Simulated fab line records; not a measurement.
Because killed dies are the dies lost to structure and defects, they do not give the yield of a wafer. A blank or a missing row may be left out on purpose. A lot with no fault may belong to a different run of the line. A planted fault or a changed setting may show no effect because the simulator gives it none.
Matching of chambers + flow gf180mcu + 4 sister chambers for GF_STI_CMP_25 on cmp-01
The step polishes, stops on Si3N4, t overpolish 33 s, target thk 524.6 nm. 8 wafers are shown with their chamber, then 12 later ones without.

WAFERS WITH THEIR CHAMBER
| wafer  | chamber | motor_current_A (A) | time_to_endpoint_s (s) |
|--------|---------|---------------------|------------------------|
| L087.1 | 3       | 12.8                | 107                    |
| L087.6 | 3       | 13.6                | 115                    |
| L088.6 | 0       | 11.3                | 126                    |
| L091.4 | 2       | 13.8                | 115                    |
| L091.6 | 0       | 11.4                | 126                    |
| L092.1 | 1       | 12.2                | 120                    |
| L092.3 | 2       | 13.1                | 113                    |
| L092.6 | 1       | 12.0                | 123                    |

WAFERS WHOSE CHAMBER IS MISSING
| wafer  | motor_current_A (A) | time_to_endpoint_s (s) |
|--------|---------------------|------------------------|
| L093.2 | 11.8                | 129                    |
| L093.5 | 13.2                | 118                    |
| L093.6 | 11.1                | 133                    |
| L094.2 | 12.2                | 128                    |
| L094.3 | 11.1                | 126                    |
| L094.6 | 13.8                | 116                    |
| L096.3 | 11.9                | 122                    |
| L096.4 | 13.8                | 113                    |
| L096.5 | 11.7                | 124                    |
| L097.1 | 12.0                | 124                    |
| L097.3 | 13.3                | 113                    |
| L097.4 | 13.2                | 121                    |

EACH ONE'S CHAMBER
| wafer  | from the rows above          | in truth |
|--------|------------------------------|----------|
| L093.2 | can't be placed: 0 or 1      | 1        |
| L093.5 | can't be placed: 2 or 3 or 1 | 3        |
| L093.6 | 0                            | 0        |
| L094.2 | can't be placed: 1 or 0      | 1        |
| L094.3 | 0                            | 0        |
| L094.6 | can't be placed: 2 or 3      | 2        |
| L096.3 | can't be placed: 1 or 0      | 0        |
| L096.4 | can't be placed: 2 or 3      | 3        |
| L096.5 | can't be placed: 0 or 1      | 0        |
| L097.1 | can't be placed: 1 or 0      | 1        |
| L097.3 | can't be placed: 2 or 3      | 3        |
| L097.4 | can't be placed: 2 or 1 or 3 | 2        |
Correct placement for 2 of the 12. Can't be placed from these rows: 10 (the true chamber is among the candidates in 10). Placed wrongly: 0.
How it was worked out, from the rows above alone: a wafer's distance from a chamber is the root of the sum, over the readings, of the square of ((its reading less the chamber's mean) divided by the reading's scatter). The wafer belongs to the nearest chamber; if the next one is less than 2 further off, it can't be placed. A chamber's mean is the mean of its shown wafers. The scatter is the square root of a quotient: the sum, over the shown wafers, of each reading's squared deviation from its chamber's mean, divided by wafers minus chambers.
